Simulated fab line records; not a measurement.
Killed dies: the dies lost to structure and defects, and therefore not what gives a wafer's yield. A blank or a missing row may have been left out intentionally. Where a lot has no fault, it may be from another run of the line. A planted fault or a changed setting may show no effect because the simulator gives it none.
Problem report in the 8D (eight disciplines) form, filled by code    flow sky130    the parts of the form that need people (team, actions taken, sign-off) are left out

## 1. THE PROBLEM
cathode_dc_power_W at SKY_METAL1_SPUTTER_03 reads a mean of 2888.0 W on 6 wafers of 2 lots; wafers without a fault read 3000.0 W with a standard deviation of 0.52. So: -99 or more standard deviations from the usual mean.
The step: material Ti, target thk 5 nm, time 3.3 s.
Earliest sighting: wafer L526.1 on pvd_sputter-03 at day 35 00:31. At this step, 18 wafers from 6 lots have a number in the record. Rule for "out" (also "out of limits"): further than 4 standard deviations from the usual mean. All remaining wafers that have a number are taken as sound.

## 2. WHAT IT IS, WHAT IT ISN'T
question                     is                      is not
which readings at this step  cathode_dc_power_W      throttle_valve_pct
which lots                   L526, L527              L520, L535, L536, L539
which wafers of those lots   all that have a number  -
read on which tools          pvd_sputter-03          pvd_sputter-01
when                         from day 35 00:31       up to then (3 sound wafers); but 9 sound wafers of L535, L536, L539 came after

## 3. WHAT RULES OUT EACH SUSPECT
Counting: a tool at a process step up to the reading stays a suspect if it ran every lot that is out and no sound lot after the first of them.
- pvd_sputter-03 at SKY_METAL1_SPUTTER_00 (material Ti, target thk 15 nm, time 10 s): ruled out as a lasting fault. Sound lots L539 ran on it after its first lot that is out, L526 (day 35 00:26).
- pvd_sputter-03 at SKY_METAL1_SPUTTER_02 (material AlCu, target thk 250 nm, time 13.3 s): ruled out as a lasting fault. Sound lots L539 ran on it after its first lot that is out, L526 (day 35 00:29).
- pvd_sputter-03 at SKY_METAL1_SPUTTER_03 (material Ti, target thk 5 nm, time 3.3 s): ruled out as a lasting fault. Sound lots L539 ran on it after its first lot that is out, L526 (day 35 00:31).
Left after counting: nothing in the record.

## 4. THE CAUSE (what the simulator had put in)
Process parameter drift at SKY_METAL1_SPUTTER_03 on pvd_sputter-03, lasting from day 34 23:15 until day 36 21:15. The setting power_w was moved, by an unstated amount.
Counting ruled it out, wrongly.

## 5. THE CHAIN OF EFFECTS, in route order
One row per reading whose mean, taken over the struck wafers that have a number, lies over 3 standard deviations from the usual. Only readings whose record carries a usual standard deviation are examined. hours: median over the lots of the time between each lot's start at the first step of this table that gives one and its start at this step. sigmas: the change, counted in usual standard deviations.
hours  step                   reading             usual     on struck wafers  change  sigmas
0      SKY_METAL1_SPUTTER_03  cathode_dc_power_W  3000.0 W  2888.0            -112.0  -99 or more
Its process steps:
- SKY_METAL1_SPUTTER_03: material Ti, target thk 5 nm, time 3.3 s.

## 6. HOW IT WOULD HAVE BEEN CAUGHT EARLIER
In this record the first reading out of limits was taken at day 35 00:31, 1 hour after the fault began at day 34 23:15.
